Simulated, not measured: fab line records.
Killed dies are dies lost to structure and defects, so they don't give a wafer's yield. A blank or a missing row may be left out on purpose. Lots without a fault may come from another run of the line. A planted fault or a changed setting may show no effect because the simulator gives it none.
2 desks looking at one fault ; flow gf180mcu ; each desk holds nothing but its own numbers, with what lay behind them at the end

== DESK OF THE TOOL OWNER: cvd w-01 ==
The tool's own readings at GF_V3_CVD_23 (deposits W, target thk 350 nm, time 104.9 s): means of the sampled wafers that have a number, for each lot that ran on this tool. Marked OUT: a lot whose mean sits more than 4 standard deviations from the usual mean, which makes it out of limits; the brackets give that distance.
Columns: A = heater power w at GF_V3_CVD_23, usual 949 W; B = susceptor temp C at GF_V3_CVD_23, usual 399.95 C
lot;first seen here;A;B
L707;day 23 00:59;1004;399.98
L712;day 25 04:34;1047;399.87
L716;day 26 08:23;1008;400.23
L717;day 26 14:37;1057;400.23
L718;day 26 23:14;1038;400.03
L719;day 27 08:14;1148;417.93 (+75) OUT
L720;day 27 15:57;1141;418.52 (+77) OUT
This desk's verdict: out of limits on L719, L720, starting with L719 at day 27 08:14 (susceptor temp C at GF_V3_CVD_23). In limits: L707, L712, L716, L717, L718.

== METROLOGY DESK ==
Means of the sampled wafers that have a number, per lot and without regard to the tool the lot ran on: this is what the gauges read. Marked OUT: a lot whose mean sits more than 4 standard deviations from the usual mean, which makes it out of limits; the brackets give that distance.
Columns: A = V3_W_RS at GF_V3_RS_MEAS_24, usual 0.327 ohm/sq; B = V3_W_THK at GF_V3_THK_MEAS_25, usual 351 nm
lot;first seen here;A;B
L705;day 22 05:04;0.325;359
L707;day 23 01:06;0.325;357
L709;day 24 01:26;0.327;356
L712;day 25 04:40;0.326;345
L714;day 26 03:28;0.328;347
L716;day 26 08:30;0.332;349
L717;day 26 14:43;0.324;361
L718;day 26 23:22;0.329;353
L719;day 27 08:20;0.235 (-30) OUT;491 (+25) OUT
L720;day 27 16:04;0.239 (-28) OUT;472 (+21) OUT
Per this desk, out of limits: L719, L720; the first was L719, day 27 08:20 (V3_W_RS at GF_V3_RS_MEAS_24). In limits: L705, L707, L709, L712, L714, L716, L717, L718.

== PUT TOGETHER ==
An alarm could have come from the tool owner's desk at day 27 08:14, on L719, L720.
On L719, L720, the metrology desk was in a position to raise an alarm at day 27 08:20.
GF_V3_CVD_23 was run on cvd w-01 by each of the lots named.

== WHAT THE SIMULATOR HAD PUT IN ==
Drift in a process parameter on cvd w-01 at GF_V3_CVD_23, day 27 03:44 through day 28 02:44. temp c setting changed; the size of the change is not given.
Shown lots that were struck: L719, L720.
Time in hours from fault onset to the first out-of-limits reading at each desk: tool owner's desk 4, metrology desk 5.
